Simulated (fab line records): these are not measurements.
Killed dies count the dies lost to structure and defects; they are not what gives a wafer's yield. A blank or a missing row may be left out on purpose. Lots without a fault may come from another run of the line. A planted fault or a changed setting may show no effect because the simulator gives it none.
One fault seen from 2 desks | flow sfq-line | what lay behind the numbers comes last; until then each desk has only its own

THE TOOL OWNER'S DESK: litho-track-02
The tool's own readings at SFQ_TRILAYER_I5_LITHO_PEB_147 (peb time 60 s): means of the sampled wafers that have a number, for each lot that ran on this tool. Any lot whose mean is over 4 standard deviations away from the usual mean is out of limits and marked OUT; that distance is given in the brackets.
Columns: A = heater-power-total-W at SFQ_TRILAYER_I5_LITHO_PEB_147, usual 79.16 W; B = resist-line-temp-C at SFQ_TRILAYER_I5_LITHO_PEB_147, usual 23.01 C
lot  | first seen here | A                       | B
L545 | day 55 10:50    | 79.18                   | 23.05
L551 | day 58 03:47    | 86.16 (+99 or more) OUT | 23.14
L554 | day 58 07:22    | 86.10 (+99 or more) OUT | 23.11
L566 | day 73 19:50    | 79.15                   | 23.00
This desk's verdict: out of limits on L551, L554, starting with L551 at day 58 03:47 (heater-power-total-W at SFQ_TRILAYER_I5_LITHO_PEB_147). In limits: L545, L566.

METROLOGY DESK
What the gauges read, lot by lot, whatever tool the lot ran on: means of the sampled wafers that have a number. Any lot whose mean is over 4 standard deviations away from the usual mean is out of limits and marked OUT; that distance is given in the brackets.
Columns: A = R5_OVL at SFQ_R5_OVL_MEAS_935, usual 2 nm; B = I5_OVL at SFQ_I5_OVL_MEAS_936, usual -2 nm
lot  | first seen here | A  | B
L545 | day 50 22:39    | -4 | -8
L551 | day 55 05:16    | 9  | 5
L554 | day 57 03:43    | 5  | -1
L559 | day 62 10:13    | 2  | 4
L563 | day 68 00:56    | 14 | -2
L566 | day 70 01:13    | 6  | 4
Result from this desk: across the 6 lots, nothing is out of limits.

ALL TOGETHER
An alarm could have come from the tool owner's desk at day 58 03:47, on L551, L554.
Metrology desk: nothing out of limits seen.
The metrology desk holds a record of L551, L554, inside its limits.
The lots listed all ran SFQ_TRILAYER_I5_LITHO_PEB_147 on litho-track-02.

WHAT WAS PUT IN BY THE SIMULATOR
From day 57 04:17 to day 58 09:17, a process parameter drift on litho-track-02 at SFQ_TRILAYER_I5_LITHO_PEB_147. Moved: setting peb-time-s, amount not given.
Struck lots among those shown: L551, L554.
Each desk's first reading out of limits, in hours after the fault started: the tool owner's desk, 24.
